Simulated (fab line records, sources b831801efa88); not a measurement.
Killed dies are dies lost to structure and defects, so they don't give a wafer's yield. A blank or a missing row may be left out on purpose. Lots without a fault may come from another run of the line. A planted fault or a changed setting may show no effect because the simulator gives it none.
fab line records | flow gf180mcu
record lots=14 wafers=42 last_day=34
route steps=602 shown DNWELL@39 SAB@264 V2@385
lots that met no fault: from a run of the same line without faults
start_h: hours from the record's first day to the start of the lot's first wafer shown | wait_h: hours since the lot's step before | " the same as in the row above | L1.1+2: a row that stands for several wafers | - no value, or no start given | * or withheld: withheld | < > ~ a bound
route shown NAME@n: a module of which the file shows steps, and the number in the route of the first | usual: mean/standard deviation of fault-free wafers | same: alike in all rows | chamber/n: place in a boat | sites: the reading at each site | _std_site: their standard deviation | _edge_site: outer sites' mean less inner sites' | radius_mm: how far each site lies from the wafer's centre | mask NAME#n: copy n | behind: the tool/chamber that last shaped the wafer | hold: why the lot was held/for how many hours/how that ended | device: the transistor (n, p or np) that didn't switch | end of line: the same wafers' tests at the end of the route | a step without rows: its recipe alone | killed: dies lost to structure and defects at the first sort, not the wafer's yield | map: a wafer's dies, x killed, . not, _ none there
set.NAME: the setting as run; set.NAME@STEP: as run at that earlier step | model.NAME: the simulator's own value behind a step, which no gauge read
steps of the route over a sample of lots; a table a step, a row a wafer
services: from which hour (start_h, from the record's first day; less than 0 if before it) a tool's chamber was out of use, for how many hours, and why
## steps
# step GF_DNWELL_IMPLANT_07
# recipe species=P energy_kev=1500 dose_cm2=1e+13 tilt_deg=0
# usual beam_energy_keV=1500.1/0.5
# columns lot.wafer tool chamber start_h wait_h beam_energy_keV
L438.2 implanter-04 0 42.07 - 1501.1
L438.5 " 0 " " 1500.9
L438.6 " 0 " " 1500.2
L439.2 implanter-01 0 52.49 - 1499.6
L439.4 " 0 " " 1499.9
L439.5 " 0 " " 1499.4
L441.4 implanter-01 0 60.52 - 1500.2
L441.5 " 0 " " 1500.8
L441.6 " 0 " " 1500.3
L442.1 implanter-01 0 64.69 - 1500.4
L442.2 " 0 " " 1499.6
L442.4 " 0 " " 1501.0
L443.2 implanter-03 0 71.62 - 1499.7
L443.4 " 0 " " 1499.8
L443.6 " 0 " " 1500.3
L444.1 implanter-04 0 76.69 - 1500.6
L444.3 " 0 " " 1500.7
L444.5 " 0 " " 1500.4
L446.2 implanter-03 0 85.59 - 1499.4
L446.5 " 0 " " 1499.5
L446.6 " 0 " " 1499.8
L448.1 implanter-01 0 96.84 - 1499.9
L448.2 " 0 " " 1500.4
L448.5 " 0 " " 1500.0
L449.1 implanter-04 0 102.12 - 1500.6
L449.5 " 0 " " 1500.2
L449.6 " 0 " " 1500.5
L450.1 implanter-04 0 107.39 - 1473.2
L450.4 " 0 " " 1472.5
L450.5 " 0 " " 1473.4
L454.1 implanter-04 0 127.54 - 1473.4
L454.3 " 0 " " 1473.5
L454.5 " 0 " " 1473.0
L458.1 implanter-01 0 148.62 - 1499.8
L458.2 " 0 " " 1500.4
L458.6 " 0 " " 1500.3
L460.1 implanter-01 0 159.39 - 1500.3
L460.3 " 0 " " 1499.8
L460.5 " 0 " " 1500.1
L461.2 implanter-01 0 164.84 - 1500.3
L461.3 " 0 " " 1500.1
L461.6 " 0 " " 1500.8
# step GF_SAB_CVD_00
# recipe material=SiO2 target_thk_nm=50 precursor=TEOS temp_c=400 time_s=4.9302 rf_w=600
# usual heater_power_w=639/97
# columns lot.wafer tool chamber start_h wait_h heater_power_w
L438.2 pecvd-03 1 317.00 0.1 737
L438.5 " 2 " " 493
L438.6 " 1 " " 740
L439.2 pecvd-02 2 341.53 0.1 712
L439.4 " 1 " " 611
L439.5 " 2 " " 727
L441.4 pecvd-03 1 348.71 0.0 813
L441.5 " 2 " " 481
L441.6 " 0 " " 726
L442.1 pecvd-02 1 358.45 0.1 680
L442.2 " 2 " " 690
L442.4 " 1 " " 654
L443.2 pecvd-04 1 368.78 0.1 702
L443.4 " 1 " " 712
L443.6 " 0 " " 503
L444.1 pecvd-02 2 369.68 0.1 667
L444.3 " 1 " " 585
L444.5 " 2 " " 681
L446.2 pecvd-02 1 392.14 0.1 558
L446.5 " 1 " " 557
L446.6 " 2 " " 655
L448.1 pecvd-03 1 404.70 0.1 729
L448.2 " 0 " " 778
L448.5 " 2 " " 525
L449.1 pecvd-04 2 415.50 0.1 458
L449.5 " 0 " " 574
L449.6 " 2 " " 455
L450.1 pecvd-03 2 418.90 0.1 478
L450.4 " 2 " " 501
L450.5 " 1 " " 769
L454.1 pecvd-02 1 452.10 0.1 645
L454.3 " 2 " " 647
L454.5 " 1 " " 649
L458.1 pecvd-03 1 490.50 0.1 844
L458.2 " 2 " " 491
L458.6 " 2 " " 506
L460.1 pecvd-04 1 502.08 0.1 696
L460.3 " 2 " " 469
L460.5 " 1 " " 704
L461.2 pecvd-02 1 508.06 0.1 605
L461.3 " 0 " " 579
L461.6 " 2 " " 695
# step GF_V2_THK_MEAS_03
# recipe reads=SiO2_of_V2_CVD_02
# usual V2_CVD_02_THK=852/12
# columns lot.wafer tool chamber start_h wait_h V2_CVD_02_THK[nm]
L438.2 film_metro-03 - 436.32 0.1 865
L438.5 " - " " 866
L438.6 " - " " 870
L439.2 film_metro-01 - 463.76 0.0 860
L439.4 " - " " 846
L439.5 " - " " 871
L441.4 film_metro-01 - 471.70 0.0 853
L441.5 " - " " 852
L441.6 " - " " 857
L442.1 film_metro-02 - 482.96 0.0 850
L442.2 " - " " 840
L442.4 " - " " 870
L443.2 film_metro-02 - 493.87 0.0 858
L443.4 " - " " 864
L443.6 " - " " 867
L444.1 film_metro-03 - 495.48 0.0 832
L444.3 " - " " 833
L444.5 " - " " 851
L446.2 film_metro-01 - 518.58 0.0 835
L446.5 " - " " 842
L446.6 " - " " 847
L448.1 film_metro-02 - 531.72 0.0 825
L448.2 " - " " 838
L448.5 " - " " 845
L449.1 film_metro-01 - 541.22 0.0 840
L449.5 " - " " 853
L449.6 " - " " 852
L450.1 film_metro-03 - 544.12 0.0 852
L450.4 " - " " 860
L450.5 " - " " 865
L454.1 film_metro-02 - 574.66 0.0 836
L454.3 " - " " 844
L454.5 " - " " 849
L458.1 film_metro-02 - 608.57 0.0 861
L458.2 " - " " 844
L458.6 " - " " 861
L460.1 film_metro-03 - 619.14 0.0 852
L460.3 " - " " 850
L460.5 " - " " 848
L461.2 film_metro-02 - 623.99 0.0 842
L461.3 " - " " 843
L461.6 " - " " 854
# step GF_V2_CD_MEAS_14
# recipe target_cd_nm=260
# usual cd_nm=259.9/1.1
# columns lot.wafer tool chamber start_h wait_h cd_nm
L438.2 cd_sem-01 - 461.66 0.1 259.4
L438.5 " - " " 260.0
L438.6 " - " " 259.8
L439.2 cd_sem-02 - 488.03 0.1 260.2
L439.4 " - " " 259.5
L439.5 " - " " 259.8
L441.4 cd_sem-01 - 495.82 0.1 262.9
L441.5 " - " " 263.2
L441.6 " - " " 262.4
L442.1 cd_sem-01 - 507.19 0.1 257.6
L442.2 " - " " 258.7
L442.4 " - " " 259.3
L443.2 cd_sem-02 - 518.11 0.1 259.6
L443.4 " - " " 259.6
L443.6 " - " " 259.1
L444.1 cd_sem-01 - 519.38 0.1 259.0
L444.3 " - " " 259.3
L444.5 " - " " 258.5
L446.2 cd_sem-02 - 541.90 0.1 260.2
L446.5 " - " " 260.3
L446.6 " - " " 260.1
L448.1 cd_sem-01 - 554.23 0.1 260.6
L448.2 " - " " 259.5
L448.5 " - " " 259.8
L449.1 cd_sem-02 - 563.48 0.1 258.8
L449.5 " - " " 259.0
L449.6 " - " " 258.0
L450.1 cd_sem-02 - 566.61 0.1 259.4
L450.4 " - " " 259.9
L450.5 " - " " 260.1
L454.1 cd_sem-01 - 595.86 0.1 260.5
L454.3 " - " " 258.9
L454.5 " - " " 258.6
L458.1 cd_sem-01 - 629.59 0.1 261.6
L458.2 " - " " 259.8
L458.6 " - " " 261.0
L460.1 cd_sem-02 - 640.26 0.1 261.7
L460.3 " - " " 261.7
L460.5 " - " " 260.3
L461.2 cd_sem-01 - 644.75 0.1 260.7
L461.3 " - " " 262.2
L461.6 " - " " 260.7
## services
# columns tool chamber start_h hours kind
pecvd-02 - 83.42 0.8 repair
implanter-01 - 92.76 3.9 repair
implanter-01 - 104.95 3.9 pm
pecvd-03 1 144.02 6.4 repair
pecvd-03 - 160.62 14.0 pm
pecvd-02 - 207.25 0.5 repair
implanter-04 - 207.31 7.4 repair
implanter-01 - 230.59 2.8 repair
pecvd-03 0 257.27 4.2 repair
implanter-01 - 273.91 2.9 repair
pecvd-02 2 275.04 19.1 repair
pecvd-03 2 285.86 11.4 repair
implanter-01 - 296.34 1.4 repair
pecvd-03 - 380.98 2.1 repair
pecvd-02 2 396.21 6.6 repair
pecvd-02 - 410.96 2.8 pm
pecvd-03 - 425.19 2.8 pm
pecvd-03 1 435.24 4.0 repair
pecvd-03 0 436.07 15.8 repair
pecvd-02 - 444.73 1.0 repair
implanter-01 - 450.53 3.6 pm
pecvd-03 1 452.05 6.5 repair
implanter-01 - 454.98 2.5 repair
implanter-04 - 463.08 3.9 repair
## key
first_sign step=GF_DNWELL_IMPLANT_07 reading=beam_energy_keV direction=down sigmas=54 usual=1500.1 struck=1473.2
effect none on later readings
met_at GF_DNWELL_IMPLANT_07
struck_lots L450,L454
tester_left_out L450,L454
not_acting_at GF_SAB_CVD_00,GF_V2_THK_MEAS_03,GF_V2_CD_MEAS_14
onset_between 102.12 107.39
fault kind=process_parameter_drift tool=implanter-04 chamber=- onset_h=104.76 steps=GF_DNWELL_IMPLANT_07 channel=energy_kev offset=-26.546 shape=step end_h=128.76 acts_in=these_recipes_only stated=1500
# tester_left_out: of these lots the tester's yield and bins aren't shown, on N5 and GAA mostly nor the transistor test; their killed dies are dies lost to structure and defects alone, not to doping, threshold or leakage, so they don't give the yield
